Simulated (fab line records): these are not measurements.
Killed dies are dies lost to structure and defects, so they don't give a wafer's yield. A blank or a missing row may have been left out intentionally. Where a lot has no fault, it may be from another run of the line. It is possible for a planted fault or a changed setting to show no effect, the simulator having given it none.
Which tool is to blame? | flow sky130 | 13 lots, 39 wafers sampled, at 5 steps of a route of 708

== WHAT EACH GAUGE READ, for each wafer ==
SKY_FIELD_ISO_THK_MEAS_23. Usual: for FIELD_ISO_OXIDATION_01_THK the level is 10.06 nm and the standard deviation is 0.21.
lot  | measured    | on            | FIELD_ISO_OXIDATION_01_THK (nm) | flag
L389 | day 2 14:04 | film-metro-02 | 10.05 10.16 10.10               |
L391 | day 2 22:50 | film-metro-04 | 9.95 9.69 9.65                  |
L392 | day 3 04:19 | film-metro-04 | 9.99 9.94 10.13                 |
L394 | day 3 17:03 | film-metro-01 | 10.16 10.13 10.05               |
L395 | day 3 20:58 | film-metro-01 | 9.60 9.68 9.55                  |
L396 | day 4 03:49 | film-metro-04 | 9.73 9.89 9.56                  |
L405 | day 6 02:37 | film-metro-04 | 10.28 10.39 10.15               |
L406 | day 6 05:11 | film-metro-01 | 10.28 10.12 10.24               |
L407 | day 6 11:50 | film-metro-01 | 10.48 10.36 10.48               |
L408 | day 6 14:59 | film-metro-01 | 10.37 10.42 10.25               |
L409 | day 6 21:20 | film-metro-02 | 10.33 10.24 10.42               |
L410 | day 7 01:11 | film-metro-04 | 10.33 10.22 10.10               |
L411 | day 7 05:55 | film-metro-02 | 10.14 10.08 10.17               |

SKY_NWELL_OVL_MEAS_23. Usual: for NWELL_01_OVL the level is 0.6 nm and the standard deviation is 1.5.
lot  | measured     | on         | NWELL_01_OVL (nm) | flag
L389 | day 5 18:18  | overlay-01 | 0.9 2.2 3.4       |
L391 | day 6 04:22  | overlay-01 | -0.2 0.1 1.9      |
L392 | day 6 09:13  | overlay-02 | 1.7 0.9 1.7       |
L394 | day 6 22:59  | overlay-02 | 2.8 2.4 2.4       |
L395 | day 7 04:59  | overlay-02 | 0.6 -1.3 -        |
L396 | day 7 11:59  | overlay-02 | -1.0 1.8 -        |
L405 | day 9 21:55  | overlay-02 | -0.1 -0.9 -0.3    |
L406 | day 10 00:49 | overlay-02 | 0.7 1.8 1.1       |
L407 | day 10 06:26 | overlay-02 | 0.8 1.3 2.3       |
L408 | day 10 10:44 | overlay-02 | -0.1 0.8 0.5      |
L409 | day 10 17:09 | overlay-02 | 1.2 -0.5 0.1      |
L410 | day 10 23:17 | overlay-01 | 1.2 1.3 1.0       |
L411 | day 11 02:49 | overlay-02 | 1.5 1.2 2.2       |

SKY_VT_ADJUST_LVTN_TW_MEAS_10. Usual: for VT_ADJUST_LVTN_TW the level is 243 and the standard deviation is 3.3.
lot  | measured     | on            | VT_ADJUST_LVTN_TW | flag
L389 | day 7 10:30  | film-metro-03 | 238 240 239       |
L391 | day 7 21:14  | film-metro-03 | 240 239 239       |
L392 | day 8 00:45  | film-metro-04 | 246 247 247       |
L394 | day 8 15:47  | film-metro-03 | 239 241 241       |
L395 | day 8 22:14  | film-metro-03 | 239 239 239       |
L396 | day 9 08:32  | film-metro-02 | 243 243 242       |
L405 | day 11 21:43 | film-metro-03 | 237 238 238       |
L406 | day 12 01:03 | film-metro-03 | 239 239 240       |
L407 | day 12 07:18 | film-metro-04 | 245 245 246       |
L408 | day 12 12:08 | film-metro-04 | 245 245 247       |
L409 | day 12 19:28 | film-metro-04 | 245 246 245       |
L410 | day 13 01:59 | film-metro-04 | 246 246 245       |
L411 | day 13 07:08 | film-metro-03 | 239 239 240       |

== WHICH TOOL RAN EACH LOT (tool, then ch and the chambers of the sampled wafers, then the start) ==
lot  | SKY_NWELL_DEVELOP_22              | SKY_VT_ADJUST_HVTP_STRIP_10
L389 | litho-track-02 ch 0, day 5 18:00  | plasma-asher-03 ch 0,1, day 6 13:53
L391 | litho-track-03 ch 0, day 6 04:00  | plasma-asher-01 ch 0,1, day 7 00:54
L392 | litho-track-03 ch 0, day 6 09:00  | plasma-asher-04 ch 0,1, day 7 05:51
L394 | litho-track-04 ch 0, day 6 22:00  | plasma-asher-01 ch 0,1, day 7 19:43
L395 | litho-track-04 ch 0, day 7 04:00  | plasma-asher-01 ch 0,1, day 8 00:07
L396 | litho-track-04 ch 0, day 7 11:00  | plasma-asher-01 ch 0,1, day 8 09:39
L405 | litho-track-03 ch 0, day 9 21:00  | plasma-asher-04 ch 0,1, day 10 21:27
L406 | litho-track-03 ch 0, day 10 00:00 | plasma-asher-01 ch 0,1, day 11 00:29
L407 | litho-track-02 ch 0, day 10 06:00 | plasma-asher-03 ch 0,1, day 11 06:16
L408 | litho-track-04 ch 0, day 10 10:00 | plasma-asher-04 ch 0,1, day 11 10:55
L409 | litho-track-04 ch 0, day 10 17:00 | plasma-asher-01 ch 0,1, day 11 18:06
L410 | litho-track-04 ch 0, day 10 23:00 | plasma-asher-01 ch 0,1, day 12 00:41
L411 | litho-track-03 ch 0, day 11 02:00 | plasma-asher-04 ch 0,1, day 12 04:36
- SKY_NWELL_DEVELOP_22: develop time 60 s.
- SKY_VT_ADJUST_HVTP_STRIP_10: strips in O2/N2.

== AS READ BY THE TOOLS THEMSELVES (means over the sampled wafers that have a number; for cases with no such wafer, the mark the record gives instead) ==
SKY_VT_ADJUST_HVTP_STRIP_10. Usual: drypump-motor-current-A 6.0 A, standard deviation 0.4; oes-product-au 0.715 a.u., standard deviation 0.0042; strip-time-to-endpoint-s 14.21 s, standard deviation 0.045.
lot  | tool            | drypump-motor-current-A (A) | oes-product-au (a.u.) | strip-time-to-endpoint-s (s) | flag
L389 | plasma-asher-03 | 6.1                         | 0.715                 | 14.19                        |
L391 | plasma-asher-01 | 5.9                         | 0.714                 | 14.21                        |
L392 | plasma-asher-04 | 6.1                         | 0.712                 | 14.27                        |
L394 | plasma-asher-01 | 5.6                         | 0.719                 | 14.20                        |
L395 | plasma-asher-01 | 5.6                         | 0.712                 | 14.19                        |
L396 | plasma-asher-01 | 5.7                         | 0.716                 | 14.15                        |
L405 | plasma-asher-04 | 6.1                         | 0.715                 | 14.29                        |
L406 | plasma-asher-01 | 5.6                         | 0.713                 | 14.19                        |
L407 | plasma-asher-03 | 5.8                         | 0.720                 | 14.19                        |
L408 | plasma-asher-04 | 6.1                         | 0.717                 | 14.25                        |
L409 | plasma-asher-01 | 5.9                         | 0.714                 | 14.22                        |
L410 | plasma-asher-01 | 5.9                         | 0.715                 | 14.15                        |
L411 | plasma-asher-04 | 6.3                         | 0.714                 | 14.12                        |

== THE ANSWER, worked out from the rows above alone ==
Rule: a lot counts as off when the mean over its wafers that have a number is more than 3 standard deviations away from the usual mean. Also off: a lot with no number at a reading for which 4 or more lots have one. All remaining lots with rows at the step are treated as sound. After the gauges, taken in route order, come the tools' own readings; for these a lot's mean is taken, as printed above. The first step at which some lot is off is used, and at that step the reading that is off furthest; a lot without a number counts as furthest.
Across all readings shown, no lot is off: no conclusion can be drawn from this.

== WHAT WAS PUT IN BY THE SIMULATOR ==
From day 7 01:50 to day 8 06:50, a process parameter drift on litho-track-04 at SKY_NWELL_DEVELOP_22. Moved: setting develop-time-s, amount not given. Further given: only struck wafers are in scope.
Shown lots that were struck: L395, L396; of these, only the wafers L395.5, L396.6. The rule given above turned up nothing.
